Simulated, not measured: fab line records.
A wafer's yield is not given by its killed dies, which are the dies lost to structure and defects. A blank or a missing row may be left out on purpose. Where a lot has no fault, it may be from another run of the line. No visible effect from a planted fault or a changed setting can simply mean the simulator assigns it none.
One fault through the eyes of 2 desks :: flow sfq-line :: each desk has only its own numbers; what lay behind them comes last

## TOOL OWNER'S DESK, litho-track-04
The tool's own readings at SFQ_TRILAYER_I3_VIA_LITHO_COAT_085 (resist thk 650 nm): means of the sampled wafers that have a number, for each lot that ran on this tool. Any lot whose mean is over 4 standard deviations away from the usual mean is out of limits and marked OUT; that distance is given in the brackets.
Columns: A = chill-plate-temp-C at SFQ_TRILAYER_I3_VIA_LITHO_COAT_085, usual 23.02 C; B = exhaust-pa at SFQ_TRILAYER_I3_VIA_LITHO_COAT_085, usual 45.0 Pa
lot: L473
first seen here: day 44 17:01
A: 23.02
B: 44.0

lot: L480
first seen here: day 52 04:25
A: 23.01
B: 45.9
Result from this desk: across the 2 lots, nothing is out of limits.

## FROM THE METROLOGY DESK
Means of the sampled wafers that have a number, per lot and without regard to the tool the lot ran on: this is what the gauges read. Any lot whose mean is over 4 standard deviations away from the usual mean is out of limits and marked OUT; that distance is given in the brackets. Shown here are 7 of its 8 readings, the ones lying furthest out on some lot.
Columns: A = M3_OVL at SFQ_M3_OVL_MEAS_921, usual -1 nm; B = I3_OVL at SFQ_I3_OVL_MEAS_923, usual -2 nm; C = M4_NB_RS at SFQ_M4_RS_MEAS_924, usual 0.893 ohm/sq; D = M4_OVL at SFQ_M4_OVL_MEAS_926, usual -2 nm; E = I4_BOW at SFQ_I4_BOW_MEAS_927, usual 5 um; F = R5_MONX_RS at SFQ_R5_RS_MEAS_933, usual 7.05 ohm/sq; G = R5_MONX_THK at SFQ_R5_THK_MEAS_934, usual 39.7 nm
lot: L470
first seen here: day 43 20:44
A: 3
B: -6
C: 0.881
D: 5
E: -4
F: 7.04
G: 39.8

lot: L471
first seen here: day 43 21:56
A: 1
B: 3
C: 0.902
D: 1
E: -1
F: 7.04
G: 39.5

lot: L472
first seen here: day 43 23:08
A: -6
B: 7
C: 0.889
D: 1
E: 9
F: 7.09
G: 39.4

lot: L473
first seen here: day 44 00:20
A: -9
B: 3
C: 0.885
D: -12
E: -2
F: 7.08
G: 39.4

lot: L480
first seen here: day 51 12:23
A: -2
B: -12
C: 0.893
D: 0
E: 2
F: 7.13
G: 39.2
Result from this desk: across the 5 lots, nothing is out of limits.

## ALL TOGETHER
Nothing out of limits was seen by the tool owner's desk.
Nothing out of limits was seen by the metrology desk.

## WHAT HAD BEEN PUT IN BY THE SIMULATOR
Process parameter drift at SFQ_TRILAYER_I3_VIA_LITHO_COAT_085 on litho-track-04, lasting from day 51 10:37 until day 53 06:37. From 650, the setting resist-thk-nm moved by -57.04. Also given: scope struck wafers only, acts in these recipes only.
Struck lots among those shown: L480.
